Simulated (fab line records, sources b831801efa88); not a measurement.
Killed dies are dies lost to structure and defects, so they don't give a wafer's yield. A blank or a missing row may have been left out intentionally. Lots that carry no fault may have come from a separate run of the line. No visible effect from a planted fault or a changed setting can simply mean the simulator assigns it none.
fab line records :: flow sfq_line
record
  lots=13
  wafers=38
  last_day=87
route steps=325 shown M6@252
lots untouched by any fault: they come from a run of this same line in which no faults occurred
start_h: start of the lot's first displayed wafer, in hours after the record's first day :: wait_h: hours elapsed since this lot's preceding step :: " unchanged from the row above :: L1.1+2: one row covering several wafers at once :: - no value, or no start given :: * or withheld: withheld :: < > ~ a bound
route shown NAME@n: names a module that has steps shown in the file, with the first one's number in the route :: usual: the fault-free wafers' mean and standard deviation :: same: alike in all rows :: chamber/n: place in a boat :: sites: each site's reading :: _std_site: their standard deviation :: _edge_site: mean of outer sites minus mean of inner sites :: radius_mm: for every site, how far away it sits from the centre of the wafer :: mask NAME#n: copy n :: behind: the tool/chamber that last shaped the wafer :: hold: why the lot was held/for how many hours/how that ended :: device: whichever transistor did not switch (one of n, p or np) :: end of line: the same wafers' tests at the end of the route :: a step with no rows: only its recipe :: killed: at the first sort, the dies lost to defects and structure; wafer yield is something else :: map: shows each die of a wafer: x if killed, . if not, _ if none is there
set.NAME: the run value of the setting; set.NAME@STEP: its run value at that earlier step :: model.NAME: the simulator's own value behind a step, which no gauge read
the route's steps for a sample of lots (tables are steps, rows are wafers)
services: when a tool's chamber went out of use (start_h, in hours from the record's first day, below 0 if earlier), for how many hours, and the reason
## steps
# step SFQ_TRILAYER_M6_DEP_SPUTTER_157
# recipe
  material=Nb
  base_pressure_pa=1.33e-06
  chamber_pressure_pa=0.1333
  substrate_temp_c=20
  target_thk_nm=200
  power_w=2000
  time_s=133.3
# usual
  chamber_pressure_pa=0.13328/0.00027
  throttle_valve_pct=29.9/0.84
lot.wafer: L877.4
tool: pvd_sputter-05
chamber: -
start_h: 1580.67
wait_h: 0.0
chamber_pressure_pa: 0.13323
throttle_valve_pct: 30.1

lot.wafer: L877.5
tool: pvd_sputter-05
chamber: -
start_h: 1580.67
wait_h: 0.0
chamber_pressure_pa: 0.13333
throttle_valve_pct: 29.6

lot.wafer: L877.6
tool: pvd_sputter-05
chamber: -
start_h: 1580.67
wait_h: 0.0
chamber_pressure_pa: 0.13321
throttle_valve_pct: 29.1

lot.wafer: L878.1
tool: pvd_sputter-06
chamber: -
start_h: 1581.87
wait_h: 0.0
chamber_pressure_pa: 0.13313
throttle_valve_pct: 29.9

lot.wafer: L878.2
tool: pvd_sputter-06
chamber: -
start_h: 1581.87
wait_h: 0.0
chamber_pressure_pa: 0.13275
throttle_valve_pct: 28.1

lot.wafer: L878.3
tool: pvd_sputter-06
chamber: -
start_h: 1581.87
wait_h: 0.0
chamber_pressure_pa: 0.13345
throttle_valve_pct: 31.5

lot.wafer: L881.3
tool: pvd_sputter-05
chamber: -
start_h: 1658.56
wait_h: 0.0
chamber_pressure_pa: 0.13355
throttle_valve_pct: 30.0

lot.wafer: L881.4
tool: pvd_sputter-05
chamber: -
start_h: 1658.56
wait_h: 0.0
chamber_pressure_pa: 0.13342
throttle_valve_pct: 29.5

lot.wafer: L881.5
tool: pvd_sputter-05
chamber: -
start_h: 1658.56
wait_h: 0.0
chamber_pressure_pa: 0.13324
throttle_valve_pct: 29.2

lot.wafer: L883.1
tool: pvd_sputter-06
chamber: -
start_h: 1664.51
wait_h: 0.0
chamber_pressure_pa: 0.13368
throttle_valve_pct: 27.9

lot.wafer: L883.6
tool: pvd_sputter-06
chamber: -
start_h: 1664.51
wait_h: 0.0
chamber_pressure_pa: 0.13337
throttle_valve_pct: 31.6

lot.wafer: L884.1
tool: pvd_sputter-05
chamber: -
start_h: 1667.21
wait_h: 0.0
chamber_pressure_pa: 0.13336
throttle_valve_pct: 29.6

lot.wafer: L884.5
tool: pvd_sputter-05
chamber: -
start_h: 1667.21
wait_h: 0.0
chamber_pressure_pa: 0.13302
throttle_valve_pct: 30.2

lot.wafer: L884.6
tool: pvd_sputter-05
chamber: -
start_h: 1667.21
wait_h: 0.0
chamber_pressure_pa: 0.13326
throttle_valve_pct: 29.4

lot.wafer: L890.1
tool: pvd_sputter-05
chamber: -
start_h: 1708.05
wait_h: 0.0
chamber_pressure_pa: 0.13311
throttle_valve_pct: 29.5

lot.wafer: L890.5
tool: pvd_sputter-05
chamber: -
start_h: 1708.05
wait_h: 0.0
chamber_pressure_pa: 0.13364
throttle_valve_pct: 30.3

lot.wafer: L890.6
tool: pvd_sputter-05
chamber: -
start_h: 1708.05
wait_h: 0.0
chamber_pressure_pa: 0.13339
throttle_valve_pct: 29.3

lot.wafer: L891.3
tool: pvd_sputter-04
chamber: -
start_h: 1710.47
wait_h: 0.0
chamber_pressure_pa: 0.13386
throttle_valve_pct: 30.6

lot.wafer: L891.4
tool: pvd_sputter-04
chamber: -
start_h: 1710.47
wait_h: 0.0
chamber_pressure_pa: 0.13359
throttle_valve_pct: 28.9

lot.wafer: L891.6
tool: pvd_sputter-04
chamber: -
start_h: 1710.47
wait_h: 0.0
chamber_pressure_pa: 0.13323
throttle_valve_pct: 30.7

lot.wafer: L892.1
tool: pvd_sputter-06
chamber: -
start_h: 1712.85
wait_h: 0.0
chamber_pressure_pa: 0.13304
throttle_valve_pct: 29.6

lot.wafer: L892.2
tool: pvd_sputter-06
chamber: -
start_h: 1712.85
wait_h: 0.0
chamber_pressure_pa: 0.13288
throttle_valve_pct: 30.1

lot.wafer: L892.3
tool: pvd_sputter-06
chamber: -
start_h: 1712.85
wait_h: 0.0
chamber_pressure_pa: 0.13356
throttle_valve_pct: 28.0

lot.wafer: L893.2
tool: pvd_sputter-05
chamber: -
start_h: 1723.78
wait_h: 0.0
chamber_pressure_pa: 0.13306
throttle_valve_pct: 29.6

lot.wafer: L893.3
tool: pvd_sputter-05
chamber: -
start_h: 1723.78
wait_h: 0.0
chamber_pressure_pa: 0.13263
throttle_valve_pct: 30.3

lot.wafer: L893.6
tool: pvd_sputter-05
chamber: -
start_h: 1723.78
wait_h: 0.0
chamber_pressure_pa: 0.13311
throttle_valve_pct: 29.4

lot.wafer: L894.1
tool: pvd_sputter-04
chamber: -
start_h: 1732.29
wait_h: 0.0
chamber_pressure_pa: 0.13336
throttle_valve_pct: 30.7

lot.wafer: L894.3
tool: pvd_sputter-04
chamber: -
start_h: 1732.29
wait_h: 0.0
chamber_pressure_pa: 0.13334
throttle_valve_pct: 28.8

lot.wafer: L894.6
tool: pvd_sputter-04
chamber: -
start_h: 1732.29
wait_h: 0.0
chamber_pressure_pa: 0.13303
throttle_valve_pct: 29.3

lot.wafer: L896.3
tool: pvd_sputter-05
chamber: -
start_h: 1738.29
wait_h: 0.0
chamber_pressure_pa: 0.13315
throttle_valve_pct: 30.2

lot.wafer: L896.4
tool: pvd_sputter-05
chamber: -
start_h: 1738.29
wait_h: 0.0
chamber_pressure_pa: 0.13364
throttle_valve_pct: 29.7

lot.wafer: L896.6
tool: pvd_sputter-05
chamber: -
start_h: 1738.29
wait_h: 0.0
chamber_pressure_pa: 0.13331
throttle_valve_pct: 29.3

lot.wafer: L899.2
tool: pvd_sputter-05
chamber: -
start_h: 1751.61
wait_h: 0.0
chamber_pressure_pa: 0.1335
throttle_valve_pct: 29.3

lot.wafer: L899.4
tool: pvd_sputter-05
chamber: -
start_h: 1751.61
wait_h: 0.0
chamber_pressure_pa: 0.13326
throttle_valve_pct: 30.2

lot.wafer: L899.6
tool: pvd_sputter-05
chamber: -
start_h: 1751.61
wait_h: 0.0
chamber_pressure_pa: 0.13356
throttle_valve_pct: 30.2

lot.wafer: L900.1
tool: pvd_sputter-04
chamber: -
start_h: 1755.21
wait_h: 0.0
chamber_pressure_pa: 0.13308
throttle_valve_pct: 28.9

lot.wafer: L900.3
tool: pvd_sputter-04
chamber: -
start_h: 1755.21
wait_h: 0.0
chamber_pressure_pa: 0.13372
throttle_valve_pct: 30.4

lot.wafer: L900.5
tool: pvd_sputter-04
chamber: -
start_h: 1755.21
wait_h: 0.0
chamber_pressure_pa: 0.13301
throttle_valve_pct: 30.9
# step SFQ_M6_RS_MEAS_938
# recipe
  thk_meas_gauge=four-point-probe
  reads=Nb_of_TRILAYER_M6_DEP_SPUTTER_157
# usual
  M6_NB_RS=0.891/0.0088
lot.wafer: L877.4
tool: film_metro-04
chamber: -
start_h: 1580.83
wait_h: 0.1
M6_NB_RS[ohm/sq]: 0.882

lot.wafer: L877.5
tool: film_metro-04
chamber: -
start_h: 1580.83
wait_h: 0.1
M6_NB_RS[ohm/sq]: 0.901

lot.wafer: L877.6
tool: film_metro-04
chamber: -
start_h: 1580.83
wait_h: 0.1
M6_NB_RS[ohm/sq]: 0.876

lot.wafer: L878.1
tool: film_metro-02
chamber: -
start_h: 1581.97
wait_h: 0.0
M6_NB_RS[ohm/sq]: 0.883

lot.wafer: L878.2
tool: film_metro-02
chamber: -
start_h: 1581.97
wait_h: 0.0
M6_NB_RS[ohm/sq]: 0.878

lot.wafer: L878.3
tool: film_metro-02
chamber: -
start_h: 1581.97
wait_h: 0.0
M6_NB_RS[ohm/sq]: 0.897

lot.wafer: L881.3
tool: film_metro-02
chamber: -
start_h: 1658.69
wait_h: 0.1
M6_NB_RS[ohm/sq]: 0.891

lot.wafer: L881.4
tool: film_metro-02
chamber: -
start_h: 1658.69
wait_h: 0.1
M6_NB_RS[ohm/sq]: 0.894

lot.wafer: L881.5
tool: film_metro-02
chamber: -
start_h: 1658.69
wait_h: 0.1
M6_NB_RS[ohm/sq]: 0.888

lot.wafer: L883.1
tool: film_metro-02
chamber: -
start_h: 1664.60
wait_h: 0.0
M6_NB_RS[ohm/sq]: 0.887

lot.wafer: L883.6
tool: film_metro-02
chamber: -
start_h: 1664.60
wait_h: 0.0
M6_NB_RS[ohm/sq]: 1.294

lot.wafer: L884.1
tool: film_metro-03
chamber: -
start_h: 1667.30
wait_h: 0.0
M6_NB_RS[ohm/sq]: 0.894

lot.wafer: L884.5
tool: film_metro-03
chamber: -
start_h: 1667.30
wait_h: 0.0
M6_NB_RS[ohm/sq]: 0.892

lot.wafer: L884.6
tool: film_metro-03
chamber: -
start_h: 1667.30
wait_h: 0.0
M6_NB_RS[ohm/sq]: 0.884

lot.wafer: L890.1
tool: film_metro-03
chamber: -
start_h: 1708.14
wait_h: 0.0
M6_NB_RS[ohm/sq]: 0.887

lot.wafer: L890.5
tool: film_metro-03
chamber: -
start_h: 1708.14
wait_h: 0.0
M6_NB_RS[ohm/sq]: 0.896

lot.wafer: L890.6
tool: film_metro-03
chamber: -
start_h: 1708.14
wait_h: 0.0
M6_NB_RS[ohm/sq]: 0.886

lot.wafer: L891.3
tool: film_metro-03
chamber: -
start_h: 1710.60
wait_h: 0.1
M6_NB_RS[ohm/sq]: 0.902

lot.wafer: L891.4
tool: film_metro-03
chamber: -
start_h: 1710.60
wait_h: 0.1
M6_NB_RS[ohm/sq]: 0.891

lot.wafer: L891.6
tool: film_metro-03
chamber: -
start_h: 1710.60
wait_h: 0.1
M6_NB_RS[ohm/sq]: 0.901

lot.wafer: L892.1
tool: film_metro-02
chamber: -
start_h: 1712.94
wait_h: 0.0
M6_NB_RS[ohm/sq]: 0.900

lot.wafer: L892.2
tool: film_metro-02
chamber: -
start_h: 1712.94
wait_h: 0.0
M6_NB_RS[ohm/sq]: 0.894

lot.wafer: L892.3
tool: film_metro-02
chamber: -
start_h: 1712.94
wait_h: 0.0
M6_NB_RS[ohm/sq]: 0.897

lot.wafer: L893.2
tool: film_metro-02
chamber: -
start_h: 1723.89
wait_h: 0.1
M6_NB_RS[ohm/sq]: 0.887

lot.wafer: L893.3
tool: film_metro-02
chamber: -
start_h: 1723.89
wait_h: 0.1
M6_NB_RS[ohm/sq]: 0.893

lot.wafer: L893.6
tool: film_metro-02
chamber: -
start_h: 1723.89
wait_h: 0.1
M6_NB_RS[ohm/sq]: 0.885

lot.wafer: L894.1
tool: film_metro-02
chamber: -
start_h: 1732.38
wait_h: 0.0
M6_NB_RS[ohm/sq]: 0.883

lot.wafer: L894.3
tool: film_metro-02
chamber: -
start_h: 1732.38
wait_h: 0.0
M6_NB_RS[ohm/sq]: 0.903

lot.wafer: L894.6
tool: film_metro-02
chamber: -
start_h: 1732.38
wait_h: 0.0
M6_NB_RS[ohm/sq]: 0.886

lot.wafer: L896.3
tool: film_metro-02
chamber: -
start_h: 1738.42
wait_h: 0.1
M6_NB_RS[ohm/sq]: 0.898

lot.wafer: L896.4
tool: film_metro-02
chamber: -
start_h: 1738.42
wait_h: 0.1
M6_NB_RS[ohm/sq]: 0.888

lot.wafer: L896.6
tool: film_metro-02
chamber: -
start_h: 1738.42
wait_h: 0.1
M6_NB_RS[ohm/sq]: 0.890

lot.wafer: L899.2
tool: film_metro-02
chamber: -
start_h: 1751.73
wait_h: 0.1
M6_NB_RS[ohm/sq]: 0.897

lot.wafer: L899.4
tool: film_metro-02
chamber: -
start_h: 1751.73
wait_h: 0.1
M6_NB_RS[ohm/sq]: 0.909

lot.wafer: L899.6
tool: film_metro-02
chamber: -
start_h: 1751.73
wait_h: 0.1
M6_NB_RS[ohm/sq]: 0.902

lot.wafer: L900.1
tool: film_metro-04
chamber: -
start_h: 1755.31
wait_h: 0.0
M6_NB_RS[ohm/sq]: 0.880

lot.wafer: L900.3
tool: film_metro-04
chamber: -
start_h: 1755.31
wait_h: 0.0
M6_NB_RS[ohm/sq]: 0.897

lot.wafer: L900.5
tool: film_metro-04
chamber: -
start_h: 1755.31
wait_h: 0.0
M6_NB_RS[ohm/sq]: 0.896
# step SFQ_TRILAYER_M6_ETCH_METAL_ETCH_162
# recipe
  target=Nb
  stop_on=SiO2
  mask_material=PR
  chemistry=Cl2/Ar
  target_depth_nm=240
  icp_w=600
  bias_w=80
  pressure_mtorr=10
  time_s=120
# usual
  drypump_motor_current_A=5.7/0.36
  he_backside_leak_sccm=3.36/0.23
  oes_product_au=0.894/0.0068
  rf_fwd_power_W=596.8/1.9
lot.wafer: L877.4
tool: rie_metal-04
chamber: 1
start_h: 1703.66
wait_h: 0.1
drypump_motor_current_A: 5.6
he_backside_leak_sccm: 3.12
oes_product_au: 0.900
rf_fwd_power_W: 597.3
rf_hours_counter_h: -

lot.wafer: L877.5
tool: rie_metal-04
chamber: 1
start_h: 1703.66
wait_h: 0.1
drypump_motor_current_A: 5.6
he_backside_leak_sccm: 3.11
oes_product_au: 0.892
rf_fwd_power_W: 597.4
rf_hours_counter_h: -

lot.wafer: L877.6
tool: rie_metal-04
chamber: 0
start_h: 1703.66
wait_h: 0.1
drypump_motor_current_A: 5.6
he_backside_leak_sccm: 3.21
oes_product_au: 0.903
rf_fwd_power_W: 596.1
rf_hours_counter_h: -

lot.wafer: L878.1
tool: rie_metal-02
chamber: 1
start_h: 1704.82
wait_h: 0.0
drypump_motor_current_A: 5.8
he_backside_leak_sccm: 3.92
oes_product_au: 0.894
rf_fwd_power_W: 598.8
rf_hours_counter_h: 116

lot.wafer: L878.2
tool: rie_metal-02
chamber: 0
start_h: 1704.82
wait_h: 0.0
drypump_motor_current_A: 5.6
he_backside_leak_sccm: 3.23
oes_product_au: 0.908
rf_fwd_power_W: 597.9
rf_hours_counter_h: 70

lot.wafer: L878.3
tool: rie_metal-02
chamber: 0
start_h: 1704.82
wait_h: 0.0
drypump_motor_current_A: 5.6
he_backside_leak_sccm: 3.16
oes_product_au: 0.885
rf_fwd_power_W: 598.6
rf_hours_counter_h: -

lot.wafer: L881.3
tool: rie_metal-02
chamber: 1
start_h: 1753.21
wait_h: 0.1
drypump_motor_current_A: 5.8
he_backside_leak_sccm: 3.85
oes_product_au: 0.898
rf_fwd_power_W: 598.2
rf_hours_counter_h: -

lot.wafer: L881.4
tool: rie_metal-02
chamber: 0
start_h: 1753.21
wait_h: 0.1
drypump_motor_current_A: 5.6
he_backside_leak_sccm: 3.35
oes_product_au: 0.895
rf_fwd_power_W: 597.8
rf_hours_counter_h: -

lot.wafer: L881.5
tool: rie_metal-02
chamber: 0
start_h: 1753.21
wait_h: 0.1
drypump_motor_current_A: 5.6
he_backside_leak_sccm: 3.23
oes_product_au: 0.902
rf_fwd_power_W: 596.7
rf_hours_counter_h: -

lot.wafer: L883.1
tool: rie_metal-03
chamber: 0
start_h: 1761.63
wait_h: 0.1
drypump_motor_current_A: 6.1
he_backside_leak_sccm: 3.45
oes_product_au: 0.893
rf_fwd_power_W: 591.7
rf_hours_counter_h: 41

lot.wafer: L883.6
tool: rie_metal-03
chamber: 0
start_h: 1761.63
wait_h: 0.1
drypump_motor_current_A: 6.1
he_backside_leak_sccm: 3.60
oes_product_au: 0.785
rf_fwd_power_W: 592.9
rf_hours_counter_h: -

lot.wafer: L884.1
tool: rie_metal-04
chamber: 1
start_h: 1766.37
wait_h: 0.0
drypump_motor_current_A: 5.7
he_backside_leak_sccm: 3.26
oes_product_au: 0.893
rf_fwd_power_W: 595.5
rf_hours_counter_h: 63

lot.wafer: L884.5
tool: rie_metal-04
chamber: 0
start_h: 1766.37
wait_h: 0.0
drypump_motor_current_A: 5.6
he_backside_leak_sccm: 3.24
oes_product_au: 0.889
rf_fwd_power_W: 597.9
rf_hours_counter_h: -

lot.wafer: L884.6
tool: rie_metal-04
chamber: 1
start_h: 1766.37
wait_h: 0.0
drypump_motor_current_A: 5.7
he_backside_leak_sccm: 3.15
oes_product_au: 0.892
rf_fwd_power_W: 591.9
rf_hours_counter_h: -

lot.wafer: L890.1
tool: rie_metal-04
chamber: 0
start_h: 1809.48
wait_h: 0.0
drypump_motor_current_A: 5.6
he_backside_leak_sccm: 3.08
oes_product_au: 0.896
rf_fwd_power_W: 596.3
rf_hours_counter_h: 83

lot.wafer: L890.5
tool: rie_metal-04
chamber: 0
start_h: 1809.48
wait_h: 0.0
drypump_motor_current_A: 5.6
he_backside_leak_sccm: 3.14
oes_product_au: 0.896
rf_fwd_power_W: 598.2
rf_hours_counter_h: -

lot.wafer: L890.6
tool: rie_metal-04
chamber: 1
start_h: 1809.48
wait_h: 0.0
drypump_motor_current_A: 5.6
he_backside_leak_sccm: 3.26
oes_product_au: 0.899
rf_fwd_power_W: 595.5
rf_hours_counter_h: -

lot.wafer: L891.3
tool: rie_metal-04
chamber: 0
start_h: 1811.92
wait_h: 0.1
drypump_motor_current_A: 5.6
he_backside_leak_sccm: 3.15
oes_product_au: 0.888
rf_fwd_power_W: 597.3
rf_hours_counter_h: -

lot.wafer: L891.4
tool: rie_metal-04
chamber: 1
start_h: 1811.92
wait_h: 0.1
drypump_motor_current_A: 5.6
he_backside_leak_sccm: 3.26
oes_product_au: 0.883
rf_fwd_power_W: 594.4
rf_hours_counter_h: -

lot.wafer: L891.6
tool: rie_metal-04
chamber: 1
start_h: 1811.92
wait_h: 0.1
drypump_motor_current_A: 5.7
he_backside_leak_sccm: 3.11
oes_product_au: 0.888
rf_fwd_power_W: 597.9
rf_hours_counter_h: -

lot.wafer: L892.1
tool: rie_metal-03
chamber: 1
start_h: 1813.08
wait_h: 0.0
drypump_motor_current_A: 4.8
he_backside_leak_sccm: 3.57
oes_product_au: 0.899
rf_fwd_power_W: 598.4
rf_hours_counter_h: 5

lot.wafer: L892.2
tool: rie_metal-03
chamber: 0
start_h: 1813.08
wait_h: 0.0
drypump_motor_current_A: 6.1
he_backside_leak_sccm: 3.61
oes_product_au: 0.898
rf_fwd_power_W: 596.5
rf_hours_counter_h: 50

lot.wafer: L892.3
tool: rie_metal-03
chamber: 1
start_h: 1813.08
wait_h: 0.0
drypump_motor_current_A: 4.8
he_backside_leak_sccm: 3.68
oes_product_au: 0.884
rf_fwd_power_W: 595.4
rf_hours_counter_h: -

lot.wafer: L893.2
tool: rie_metal-02
chamber: 1
start_h: 1825.08
wait_h: 0.0
drypump_motor_current_A: 5.8
he_backside_leak_sccm: 3.08
oes_product_au: 0.894
rf_fwd_power_W: 600.3
rf_hours_counter_h: 9

lot.wafer: L893.3
tool: rie_metal-02
chamber: 0
start_h: 1825.08
wait_h: 0.0
drypump_motor_current_A: 5.6
he_backside_leak_sccm: 3.22
oes_product_au: 0.895
rf_fwd_power_W: 596.6
rf_hours_counter_h: -

lot.wafer: L893.6
tool: rie_metal-02
chamber: 0
start_h: 1825.08
wait_h: 0.0
drypump_motor_current_A: 5.6
he_backside_leak_sccm: 3.27
oes_product_au: 0.897
rf_fwd_power_W: 597.8
rf_hours_counter_h: -

lot.wafer: L894.1
tool: rie_metal-04
chamber: 1
start_h: 1832.28
wait_h: 0.0
drypump_motor_current_A: 5.6
he_backside_leak_sccm: 3.36
oes_product_au: 0.905
rf_fwd_power_W: 595.9
rf_hours_counter_h: 72

lot.wafer: L894.3
tool: rie_metal-04
chamber: 0
start_h: 1832.28
wait_h: 0.0
drypump_motor_current_A: 5.6
he_backside_leak_sccm: 3.24
oes_product_au: 0.890
rf_fwd_power_W: 601.2
rf_hours_counter_h: -

lot.wafer: L894.6
tool: rie_metal-04
chamber: 1
start_h: 1832.28
wait_h: 0.0
drypump_motor_current_A: 5.7
he_backside_leak_sccm: 3.40
oes_product_au: 0.893
rf_fwd_power_W: 594.2
rf_hours_counter_h: -

lot.wafer: L896.3
tool: rie_metal-04
chamber: 0
start_h: 1838.43
wait_h: 0.1
drypump_motor_current_A: 5.6
he_backside_leak_sccm: 3.23
oes_product_au: 0.890
rf_fwd_power_W: 597.0
rf_hours_counter_h: -

lot.wafer: L896.4
tool: rie_metal-04
chamber: 1
start_h: 1838.43
wait_h: 0.1
drypump_motor_current_A: 5.7
he_backside_leak_sccm: 3.14
oes_product_au: 0.898
rf_fwd_power_W: 593.1
rf_hours_counter_h: -

lot.wafer: L896.6
tool: rie_metal-04
chamber: 0
start_h: 1838.43
wait_h: 0.1
drypump_motor_current_A: 5.6
he_backside_leak_sccm: 3.24
oes_product_au: 0.895
rf_fwd_power_W: 597.0
rf_hours_counter_h: -

lot.wafer: L899.2
tool: rie_metal-02
chamber: 0
start_h: 1852.04
wait_h: 0.0
drypump_motor_current_A: 5.6
he_backside_leak_sccm: 3.35
oes_product_au: 0.889
rf_fwd_power_W: 594.6
rf_hours_counter_h: 89

lot.wafer: L899.4
tool: rie_metal-02
chamber: 1
start_h: 1852.04
wait_h: 0.0
drypump_motor_current_A: 5.8
he_backside_leak_sccm: 3.44
oes_product_au: 0.882
rf_fwd_power_W: 597.1
rf_hours_counter_h: -

lot.wafer: L899.6
tool: rie_metal-02
chamber: 1
start_h: 1852.04
wait_h: 0.0
drypump_motor_current_A: 5.7
he_backside_leak_sccm: 3.01
oes_product_au: 0.892
rf_fwd_power_W: 596.2
rf_hours_counter_h: -

lot.wafer: L900.1
tool: rie_metal-04
chamber: 1
start_h: 1853.24
wait_h: 0.0
drypump_motor_current_A: 5.7
he_backside_leak_sccm: 3.22
oes_product_au: 0.899
rf_fwd_power_W: 596.9
rf_hours_counter_h: 75

lot.wafer: L900.3
tool: rie_metal-04
chamber: 1
start_h: 1853.24
wait_h: 0.0
drypump_motor_current_A: 5.7
he_backside_leak_sccm: 3.19
oes_product_au: 0.893
rf_fwd_power_W: 596.9
rf_hours_counter_h: -

lot.wafer: L900.5
tool: rie_metal-04
chamber: 1
start_h: 1853.24
wait_h: 0.0
drypump_motor_current_A: 5.7
he_backside_leak_sccm: 3.04
oes_product_au: 0.893
rf_fwd_power_W: 597.0
rf_hours_counter_h: -
## services
tool: rie_metal-04
chamber: -
start_h: 1558.43
hours: 2.8
kind: pm

tool: rie_metal-03
chamber: 1
start_h: 1586.17
hours: 28.9
kind: repair

tool: pvd_sputter-05
chamber: -
start_h: 1590.14
hours: 3.7
kind: repair

tool: pvd_sputter-04
chamber: 0
start_h: 1606.73
hours: -
kind: consumable_replace:kit

tool: pvd_sputter-04
chamber: 0
start_h: 1606.73
hours: 18.0
kind: scheduled_down

tool: pvd_sputter-05
chamber: -
start_h: 1635.25
hours: 1.9
kind: repair

tool: rie_metal-03
chamber: 0
start_h: 1639.65
hours: 9.6
kind: repair

tool: pvd_sputter-06
chamber: -
start_h: 1654.92
hours: 5.5
kind: repair

tool: rie_metal-03
chamber: -
start_h: 1660.20
hours: 0.1
kind: repair

tool: pvd_sputter-04
chamber: -
start_h: 1691.35
hours: 14.4
kind: repair

tool: rie_metal-03
chamber: -
start_h: 1698.23
hours: 0.5
kind: repair

tool: rie_metal-04
chamber: -
start_h: 1700.52
hours: 0.2
kind: repair

tool: pvd_sputter-04
chamber: -
start_h: 1702.90
hours: 1.7
kind: repair

tool: pvd_sputter-04
chamber: -
start_h: 1723.53
hours: 7.8
kind: repair

tool: rie_metal-03
chamber: 0
start_h: 1749.06
hours: 3.4
kind: repair

tool: rie_metal-02
chamber: 1
start_h: 1764.92
hours: -
kind: clean

tool: rie_metal-02
chamber: 1
start_h: 1764.92
hours: -
kind: consumable_replace:esc

tool: rie_metal-02
chamber: 1
start_h: 1764.92
hours: -
kind: consumable_replace:focus_ring

tool: rie_metal-02
chamber: 1
start_h: 1764.92
hours: 25.2
kind: scheduled_down

tool: rie_metal-02
chamber: 1
start_h: 1764.92
hours: 25.2
kind: vent_cycle

tool: rie_metal-04
chamber: -
start_h: 1773.90
hours: 0.7
kind: repair

tool: rie_metal-02
chamber: 0
start_h: 1802.32
hours: 21.4
kind: repair

tool: pvd_sputter-05
chamber: -
start_h: 1808.11
hours: 7.4
kind: repair

tool: rie_metal-03
chamber: -
start_h: 1834.82
hours: 14.6
kind: pm
## key
first_sign
  step=SFQ_M6_RS_MEAS_938
  reading=M6_NB_RS
  direction=up
  sigmas=46
  usual=0.891
  struck=1.294
effect
  step=SFQ_TRILAYER_M6_ETCH_METAL_ETCH_162
  reading=oes_product_au
  direction=down
  sigmas=16
  usual=0.894
  struck=0.785
met_at SFQ_TRILAYER_M6_DEP_SPUTTER_157
struck_lots L883
struck_wafers L883.6
onset_between 1581.87 1664.51
fault
  kind=site_profile_drift
  tool=pvd_sputter-06
  chamber=-
  onset_h=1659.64
  steps=SFQ_TRILAYER_M6_DEP_SPUTTER_157
  basis=fraction
  max_abs_drift=0.50568
  slope_share_per_hr=112.37
  site_pattern=0,0,0,0,0,-1,-1,-1,-1
  scope=struck_wafers_only
